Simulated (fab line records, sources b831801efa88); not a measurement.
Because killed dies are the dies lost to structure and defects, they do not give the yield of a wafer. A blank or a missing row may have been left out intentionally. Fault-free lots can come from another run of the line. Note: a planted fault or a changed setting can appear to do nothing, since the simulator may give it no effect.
A lot that was struck, set against a sound lot | flow sfq line | 14 out of 325 route steps
Sound: these wafers, L950.2, L950.3, L950.6. Struck: wafer L954.2 (left out: L954.6, a lot-mate that was not struck); the cause follows at the end.
For every step that has rows: the tool of each side, followed by ch and its chambers, followed by its first start. Under that, the readings that differ: sound wafers | struck wafers | difference of the means | sigmas: that difference in standard deviations of wafers without a fault.
alike: a reading whose means differ by less than 2 such deviations, as well as words and numbers matching on both sides. not compared: withheld readings; readings where some wafer has no value; bounds like >300 that might hide an equal value; numbers whose values overlap and for which the record gives no deviation.
Wherever a step has rows on one side only, a row that says differs or no value, or a row with sigmas, the two part there. Non-overlapping numbers with no deviation appear without sigmas and do not part them. Lack of a reading on every wafer of one side parts them only where that side has two or more wafers.

first, 2 steps without rows for these wafers: SFQ_TRILAYER_I1_VIA_STRIP_SOLV_CLEAN_054 (cleans in NMP, time 600 s); SFQ_TRILAYER_M2_DEP_PRE_CLEAN_056 (time 22.5 s).
SFQ_TRILAYER_M2_DEP_SPUTTER_055: material Nb, target thk 200 nm, time 133.3 s.
  sound: pvd sputter-05 at day 26 22:26; struck: pvd sputter-04 at day 28 08:07
  alike: throttle valve pct
SFQ_M2_RS_MEAS_914: a four-point-probe measurement.
  sound: film metro-01 at day 26 22:34; struck: film metro-01 at day 28 08:13
  alike: M2_NB_RS
then, 6 steps without rows for these wafers: SFQ_TRILAYER_M2_LITHO_COAT_062 (resist thk 62 nm); SFQ_TRILAYER_M2_LITHO_COAT_057 (resist thk 600 nm); SFQ_TRILAYER_M2_LITHO_SOFTBAKE_061; SFQ_TRILAYER_M2_LITHO_EXPOSE_058 (exposes mask M2, target cd 500 nm); SFQ_TRILAYER_M2_LITHO_PEB_060 (peb time 60 s); SFQ_TRILAYER_M2_LITHO_DEVELOP_059 (time 60 s).
-- the record jumps here: 7 days lie between the struck wafers' starts before and after --
SFQ_M2_OVL_MEAS_916:
  sound: overlay-02 at day 33 11:10; struck: overlay-02 at day 34 21:53
  reading     | sound | struck | difference | sigmas
  M2_OVL (nm) | 3 9 8 | -7     | -14        | -3
SFQ_TRILAYER_M2_BARC_OPEN_METAL_ETCH_077: etches BARC in O2, target depth 125 nm, time 41.7 s.
  sound on rie metal-02 ch 1, day 33 11:11; struck on rie metal-02 ch 1, day 34 21:55
  reading                                             | sound             | struck | difference | sigmas
  oes product au (a.u.)                               | 0.686 0.685 0.676 | 0.782  | +0.100     | +20
  run length s (s)                                    | 70.6 70.2 70.5    | 63.4   | -7.0       | -16
  model.KrF_of_TRILAYER_M2_LITHO_COAT_057.thk nm (nm) | 523.8 526.1 526.5 | 532.5  | +7.0       |
  alike: drypump motor current A
  not compared: rf hours counter h
SFQ_TRILAYER_M2_ETCH_METAL_ETCH_060: etches Nb in Cl2/Ar, stops on SiO2, target depth 240 nm, time 120 s.
  sound on rie metal-02 ch 1, day 33 11:15; struck on rie metal-02 ch 1, day 34 21:58
  reading                                             | sound             | struck | difference | sigmas
  model.KrF_of_TRILAYER_M2_LITHO_COAT_057.thk nm (nm) | 385.1 387.3 388.2 | 393.1  | +6.2       |
  alike: drypump motor current A, oes product au, run length s
  not compared: rf hours counter h
SFQ_TRILAYER_M2_STRIP_STRIP_061: strips in O2.
  sound on rie metal-02 ch 1, day 33 11:22; struck on rie metal-02 ch 1, day 34 22:06
  alike: drypump motor current A, oes product au, platen temp c
  not compared: rf hours counter h

== WHERE THEY PART ==
First at SFQ_M2_OVL_MEAS_916; last, within this record, at SFQ_TRILAYER_M2_BARC_OPEN_METAL_ETCH_077. Later steps at which nothing parts them and some readings are alike: SFQ_TRILAYER_M2_ETCH_METAL_ETCH_060, SFQ_TRILAYER_M2_STRIP_STRIP_061.

WHY: what had been put in by the simulator
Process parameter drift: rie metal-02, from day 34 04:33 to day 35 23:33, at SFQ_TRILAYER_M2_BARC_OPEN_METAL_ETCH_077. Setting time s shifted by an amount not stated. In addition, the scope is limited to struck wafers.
